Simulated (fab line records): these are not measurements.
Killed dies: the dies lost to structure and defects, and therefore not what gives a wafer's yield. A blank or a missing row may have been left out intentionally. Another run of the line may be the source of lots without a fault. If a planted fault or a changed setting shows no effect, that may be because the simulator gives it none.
Comparing a struck lot with a sound one | flow sky130 | 17 steps out of a route of 708
Sound: wafers L760.1, L760.2, L760.4. Struck: wafer L768.2; the same lot's L768.3 was not struck, so it is left out; see the end for the cause.
At each step with rows: each side's tool, then ch and its chambers, then its first start. Under that, the readings that differ: sound wafers | struck wafers | difference of the means | sigmas: that difference in standard deviations of wafers without a fault.
alike: readings whose means differ by less than 2 such deviations, and words and numbers that are the same on both sides. not compared: withheld readings, readings that some wafer has no value for, bounds like >300 that may hide the same value, and numbers for which the record gives no deviation and whose values overlap.
Wherever a step has rows on one side only, a row that says differs or no value, or a row with sigmas, the two part there. Numbers that have no deviation but don't overlap get no sigmas and don't part them. A reading that every wafer of one side lacks parts them only if that side has two wafers or more.

SKY_METAL1_THK_MEAS_06: measures by xrf.
  struck on film-metro-03, day 38 05:40; sound on film-metro-01, day 35 22:03
  alike: METAL1_ALCU_THK
then, 8 steps without rows for these wafers: SKY_METAL1_DEHYDRATE_07 (time 60 s); SKY_METAL1_HMDS_08 (prime time 60 s); SKY_METAL1_COAT_09 (resist thk 60 nm); SKY_METAL1_COAT_10 (resist thk 450 nm); SKY_METAL1_SOFTBAKE_11 (time 90 s); SKY_METAL1_EXPOSE_12 (exposes mask MM1, target cd 140 nm); SKY_METAL1_PEB_13; SKY_METAL1_DEVELOP_14 (develop time 60 s).
SKY_METAL1_CD_MEAS_15: target cd 140 nm.
  struck on cd-sem-01, day 39 06:28; sound on cd-sem-01, day 36 23:50
  alike: cd-nm
SKY_METAL1_OVL_MEAS_16:
  struck on overlay-01, day 39 06:34; sound on overlay-02, day 36 23:58
  alike: METAL1_OVL
SKY_METAL1_DESCUM_17: chemistry O2, time 8 s.
  sound on rie-metal-02 ch 0,1, day 37 00:00; struck on rie-metal-03 ch 1, day 39 06:36
  reading               | sound             | struck | difference | sigmas
  oes-product-au (a.u.) | 1.014 1.019 1.019 | 0.975  | -0.042     | -4
  alike: chamber-pressure-mTorr, drypump-motor-current-A
  not compared: rf-hours-counter-h
SKY_METAL1_ETCH_18: etches BARC in N2/H2, stops on SiO2, time 45.9 s, target depth 60 nm.
  sound on rie-metal-02 ch 0,1, day 37 00:02; struck on rie-metal-03 ch 1, day 39 06:38
  reading                                       | sound             | struck | difference | sigmas
  oes-product-au (a.u.)                         | 0.852 0.851 0.855 | 0.805  | -0.048     | -9
  model.KrF-thick_of_METAL1_COAT_10.thk-nm (nm) | 394.2 392.2 391.3 | 407.5  | +14.9      |
  model.etch.depth-nm (nm)                      | 60.16 60.09 60.1  | 53.48  | -6.64      |
  alike: chamber-pressure-mTorr, drypump-motor-current-A, throttle-valve-pct
  not compared: rf-hours-counter-h
SKY_METAL1_METAL_ETCH_19: etches the open film in Cl2/BCl3, stops on SiO2, target depth 360 nm, time 78 s.
  sound on rie-metal-02 ch 0,1, day 37 00:05; struck on rie-metal-03 ch 1, day 39 06:42
  reading                                       | sound           | struck | difference | sigmas
  model.KrF-thick_of_METAL1_COAT_10.thk-nm (nm) | 157 148.8 151.9 | 177.1  | +24.5      |
  alike: chamber-pressure-mTorr, drypump-motor-current-A, oes-product-au, throttle-valve-pct
  not compared: rf-hours-counter-h
SKY_METAL1_STRIP_20: strips in O2/N2.
  sound on plasma-asher-02 ch 0,1, day 37 00:11; struck on plasma-asher-02 ch 0, day 39 06:47
  reading                      | sound             | struck | difference | sigmas
  oes-product-au (a.u.)        | 0.350 0.339 0.341 | 0.354  | +0.011     | +2
  strip-time-to-endpoint-s (s) | 2.68 2.60 2.61    | 2.90   | +0.27      | +5
  alike: chamber-pressure-mTorr, drypump-motor-current-A
  not compared: rf-hours-counter-h
then, 1 step without rows for these wafers: SKY_METAL1_STRIP_21 (strips in post etch residue remover, time 1200 s).
-- the record jumps here: 11 days lie between the struck wafers' starts before and after (it left off in module METAL1 and takes up again in module PAD_OPEN, whose first step shown is number 708 of the route) --
SKY_PAD_OPEN_PROBE_99:
  struck on prober-01, day 50 16:10; sound on prober-02, day 49 03:58
  reading                               | sound                | struck    | difference | sigmas
  killed_at_M4_up                       | 3 2 5                | 8         | +5         | +3
  model.etest.tester.sort-n-pass        | 412 408 416          | 276       | -136       |
  model.etest.tester.sort-yield-pct (%) | 83.74 82.93 84.55    | 56.1      | -27.6      |
  model.etest.tester.sort_bin_3_pct (%) | 0.813 0 1.016        | 27.44     | +26.83     |
  model.etest.met1-comb.leak-log10-a-um | -12.04 -11.94 -11.96 | -7.286    | +4.694     |
  model.etest.tester.sort_bin_8_pct (%) | 0 0 0                | 8.932e-06 | +8.932e-06 |
  alike: defect-limited-yield, killed_at_M0_to_M3, killed-at-contacts, killed-at-front-end, killed-at-other, killed-dies, killed-open, killed-short
  not compared: model.etest.tester.sort_bin_4_pct

== WHERE THEY PART ==
Last at SKY_PAD_OPEN_PROBE_99 as far as this record goes, first at SKY_METAL1_DESCUM_17.

WHY: what had been put in by the simulator
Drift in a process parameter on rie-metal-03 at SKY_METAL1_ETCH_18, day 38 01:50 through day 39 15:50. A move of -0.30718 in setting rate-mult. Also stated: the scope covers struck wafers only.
